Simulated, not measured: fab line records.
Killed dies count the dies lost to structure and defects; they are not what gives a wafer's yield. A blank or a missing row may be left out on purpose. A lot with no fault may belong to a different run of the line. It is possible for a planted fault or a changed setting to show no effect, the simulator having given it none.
A lot that was struck, set against a sound lot / flow sky130 / 26 steps out of a route of 708
Sound: wafers L340.1, L340.3, L340.5. Struck: wafer L351.1. (L351.3 of the same lot was not struck and is left out.) The cause comes at the end.
Order at every step that has rows: each side's tool, ch and its chambers, its first start. Under that, the readings that differ: sound wafers / struck wafers / difference of the means / sigmas: that difference in standard deviations of wafers without a fault.
alike: words and numbers the same on both sides, and readings whose means are apart by under 2 such deviations; not compared: readings that were withheld, readings missing a value for some wafer, numbers with overlapping values and no deviation given by the record, and bounds like >300 which may hide the same value.
A row with sigmas, a row that says differs or no value, or rows on one side alone: a step with any of these is where the two part. Numbers that don't overlap but have no deviation are shown without sigmas and don't part them. A reading missing from all wafers of one side parts the sides only when that side holds two or more wafers.

first, 8 steps without rows for these wafers: SKY_FIELD_ISO_DEHYDRATE_05 (time 60 s); SKY_FIELD_ISO_HMDS_06 (prime time 60 s); SKY_FIELD_ISO_COAT_07 (resist thk 60 nm); SKY_FIELD_ISO_COAT_08 (resist thk 450 nm); SKY_FIELD_ISO_SOFTBAKE_09 (time 90 s); SKY_FIELD_ISO_EXPOSE_10 (exposes mask FOM, target cd 150 nm); SKY_FIELD_ISO_PEB_11; SKY_FIELD_ISO_DEVELOP_12 (develop time 60 s).
SKY_FIELD_ISO_CD_MEAS_13 targets a cd of 150 nm.
  sound on cdSem-01 at day 3 01:23; struck on cdSem-02 at day 5 13:13
  alike: cdNm
SKY_FIELD_ISO_ETCH_14: etches BARC in N2/H2, stops on SiO2, time 45.9 s, target depth 60 nm.
  sound on rieDiel-02 ch 2,3, day 3 01:30; struck on rieDiel-04 ch 1, day 5 13:20
  alike: drypumpMotorCurrentA, oesProductAu, throttleValvePct
  not compared: rfHoursCounterH
SKY_FIELD_ISO_ETCH_15: etches the open film in CHF3/O2, stops on Si, target depth 180 nm, time 72 s.
  sound on rieDiel-02 ch 2,3, day 3 01:33; struck on rieDiel-04 ch 1, day 5 13:23
  alike: drypumpMotorCurrentA, oesProductAu, throttleValvePct
  not compared: rfHoursCounterH
SKY_FIELD_ISO_STRIP_16: strips in O2/N2.
  sound on plasmaAsher-03 ch 0,1, day 3 01:36; struck on plasmaAsher-03 ch 0, day 5 13:26
  alike: drypumpMotorCurrentA, oesProductAu, stripTimeToEndpointS
  not compared: rfHoursCounterH
SKY_FIELD_ISO_ETCH_17: etches Si in HBr/Cl2/O2, target depth 342 nm, time 97.7 s.
  sound on rieSi-02 ch 2,3, day 3 01:42; struck on rieSi-01 ch 0, day 5 13:32
reading=oesProductAu (a.u.); sound=0.995 0.994 0.998; struck=0.826; difference=-0.170; sigmas=-23
reading=throttleValvePct (%); sound=25.674 25.680 25.664; struck=25.765; difference=+0.092; sigmas=+8
reading=model.etch.depthNm (nm); sound=337.6 336.4 339; struck=250.6; difference=-87.1; sigmas=
reading=model.FIELD_ISO.featureDepthNm (nm); sound=337.6 336.4 339; struck=250.6; difference=-87.1; sigmas=
reading=model.Si3N4_of_FIELD_ISO_CVD_03.thkNm (nm); sound=152 151.8 152; struck=153.7; difference=+1.8; sigmas=
  alike: drypumpMotorCurrentA
  not compared: rfHoursCounterH
then, 5 steps without rows for these wafers: SKY_FIELD_ISO_WET_ETCH_18 (etches Si3N4 in H3PO4, target depth 25 nm, time 286 s); SKY_FIELD_ISO_CLEAN_19 (cleans in SC1/SC2, time 150 s); SKY_FIELD_ISO_CLEAN_20 (cleans in dHF, time 20 s); SKY_FIELD_ISO_WET_ETCH_21 (etches SiO2 in dHF, target depth 20 nm, time 400 s); SKY_FIELD_ISO_OXIDATION_22 (stabilise 600 s, purge 300 s, target thk 10 nm).
SKY_FIELD_ISO_THK_MEAS_23:
  sound on filmMetro-02 at day 3 03:16; struck on filmMetro-02 at day 5 15:03
  alike: FIELD_ISO_OXIDATION_01_THK
then, 1 step without rows for these wafers: SKY_FIELD_ISO_CVD_24 (deposits SiO2, target thk 595 nm, time 99.2 s).
SKY_FIELD_ISO_THK_MEAS_25:
  sound on filmMetro-03 at day 3 03:26; struck on filmMetro-03 at day 5 15:11
reading=FIELD_ISO_CVD_24_THK (nm); sound=605 603 601; struck=592; difference=-11; sigmas=-2
then, 1 step without rows for these wafers: SKY_FIELD_ISO_ANNEAL_26 (time 1800 s).
SKY_FIELD_ISO_CMP_27: polishes, stops on Si3N4, t overpolish 16 s, target thk 457.8 nm.
  sound on cmp-02 ch 0,1,2, day 3 05:05; struck on cmp-02 ch 0, day 5 18:17
reading=overpolishRunS (s); sound=16.000 15.994 16.001; struck=16.018; difference=+0.020; sigmas=+2
  alike: motorCurrentA, slurryFlowMlMin, timeToEndpointS
SKY_FIELD_ISO_WET_ETCH_28: etches SiO2 in dHF, target depth 23.7 nm, time 47 s.
  sound on wetBench-01 ch 2, day 3 05:17; struck on wetBench-02 ch 2, day 5 18:35
reading=model.Si3N4_of_FIELD_ISO_CVD_03.thkNm (nm); sound=121.8 121.6 121.8; struck=123.2; difference=+1.5; sigmas=
then, 1 step without rows for these wafers: SKY_FIELD_ISO_WET_ETCH_29 (etches Si3N4 in H3PO4, target depth 160 nm, time 1825 s).
-- record jumps: 44 days separate the struck wafers' starts on either side; left off in module FIELD_ISO, taken up again in module PAD_OPEN, whose first shown step is the route's number 708 --
SKY_PAD_OPEN_PROBE_99:
  sound on prober-02 at day 46 22:45; struck on prober-02 at day 49 16:09
reading=model.etest.res_p_drift_20v.lineOhmUm; sound=1.118e+04 1.103e+04 1.108e+04; struck=8262; difference=-2835; sigmas=
reading=model.etest.pfet_16v.rOnOhmUm; sound=1.519e+04 1.517e+04 1.511e+04; struck=1.29e+04; difference=-2.26e+03; sigmas=
reading=model.etest.res_p_drift_20v.rsOhmSq; sound=9351 9316 9363; struck=6940; difference=-2403; sigmas=
reading=model.etest.resIsoPwell.rsOhmSq; sound=3086 3088 3083; struck=2048; difference=-1038; sigmas=
reading=model.etest.resIsoPwell.lineOhmUm; sound=1160 1169 1169; struck=769; difference=-397; sigmas=
reading=model.etest.resNwell.lineOhmUm; sound=1136 1131 1120; struck=899.9; difference=-229.1; sigmas=
reading=model.etest.resNwell.rsOhmSq; sound=951.5 952.7 948.7; struck=753.8; difference=-197.2; sigmas=
reading=model.etest.capPolyToWell.cAfUm2; sound=92.76 89.89 92.51; struck=116.2; difference=+24.5; sigmas=
  alike: killed_at_M0_to_M3, killed_at_M4_up, killedAtContacts, killedAtFrontEnd, killedAtOther, killedDies, killedOpen, killedShort

WHERE THEY PART
At SKY_FIELD_ISO_ETCH_17 first; at SKY_FIELD_ISO_CMP_27 last (within this record only). Later steps at which nothing parts them and some readings are alike: SKY_PAD_OPEN_PROBE_99.

WHY: what the simulator had put in
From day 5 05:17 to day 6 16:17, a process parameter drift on rieSi-01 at SKY_FIELD_ISO_ETCH_17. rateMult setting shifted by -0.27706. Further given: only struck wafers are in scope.
